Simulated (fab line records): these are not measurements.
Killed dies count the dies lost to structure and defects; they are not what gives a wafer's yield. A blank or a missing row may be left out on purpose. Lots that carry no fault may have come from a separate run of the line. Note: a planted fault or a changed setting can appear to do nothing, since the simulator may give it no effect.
One fault through the eyes of 2 desks || flow sky130 || every desk sees just its own numbers, and what lay behind them comes last

FOR THE TOOL OWNER'S DESK: rie-diel-02
The tool's own readings at SKY_VIA2_ETCH_14 (etches BARC in N2/H2, stops on SiO2, time 45.9 s, target depth 60 nm): means of the sampled wafers that have a number, for each lot that ran on this tool. If a lot's mean is further than 4 standard deviations from the usual mean, the lot is out of limits and carries the mark OUT (the distance appears in the brackets).
Columns: A = drypump-motor-current-A at SKY_VIA2_ETCH_14, usual 5.6 A; B = oes-product-au at SKY_VIA2_ETCH_14, usual 0.855 a.u.; C = run-length-s at SKY_VIA2_ETCH_14, usual 74.3 s; D = throttle-valve-pct at SKY_VIA2_ETCH_14, usual 13.224 %
{"lot": "L437", "first seen here": "day 37 11:49", "A": 5.2, "B": 0.853, "C": 74.6, "D": 13.222}
{"lot": "L445", "first seen here": "day 39 06:26", "A": 5.4, "B": "0.894 (+8.0) OUT", "C": 72.3, "D": 13.229}
{"lot": "L446", "first seen here": "day 39 18:43", "A": 5.2, "B": "0.936 (+17) OUT", "C": "69.9 (-8.7) OUT", "D": 13.231}
Finding of this desk: L445, L446 out of limits; the first was L445 at day 39 06:26, on oes-product-au at SKY_VIA2_ETCH_14. Within limits: L437.

THE METROLOGY DESK
What the gauges read, lot by lot, whatever tool the lot ran on: means of the sampled wafers that have a number. If a lot's mean is further than 4 standard deviations from the usual mean, the lot is out of limits and carries the mark OUT (the distance appears in the brackets).
Columns: A = VIA2_BOW at SKY_VIA2_BOW_MEAS_03, usual 86 um; B = cd-nm at SKY_VIA2_CD_MEAS_12, usual 200.2 nm; C = VIA2_OVL at SKY_VIA2_OVL_MEAS_13, usual -1 nm
{"lot": "L436", "first seen here": "day 35 07:23", "A": 88, "B": 200.5, "C": -1}
{"lot": "L437", "first seen here": "day 36 09:50", "A": 92, "B": 199.3, "C": -2}
{"lot": "L445", "first seen here": "day 38 05:23", "A": 94, "B": 201.3, "C": -2}
{"lot": "L446", "first seen here": "day 38 19:29", "A": 90, "B": 199.9, "C": -11}
{"lot": "L456", "first seen here": "day 41 10:59", "A": 89, "B": 200.4, "C": -2}
{"lot": "L457", "first seen here": "day 41 12:47", "A": 94, "B": 200.1, "C": -2}
Finding of this desk: none of the 6 lots has anything out of limits.

ALL TOGETHER
At day 39 06:26, on L445, L446, the tool owner's desk was in a position to raise an alarm.
At the metrology desk, nothing out of limits was observed.
The metrology desk holds a record of L445, L446, inside its limits.
The lots listed all ran SKY_VIA2_ETCH_14 on rie-diel-02.

WHAT THE SIMULATOR HAD INSERTED
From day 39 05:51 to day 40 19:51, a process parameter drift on rie-diel-02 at SKY_VIA2_ETCH_14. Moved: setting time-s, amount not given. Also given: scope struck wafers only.
Shown lots that were struck: L445, L446.
Hours from the fault's start to each desk's first reading out of limits: the tool owner's desk, 1.
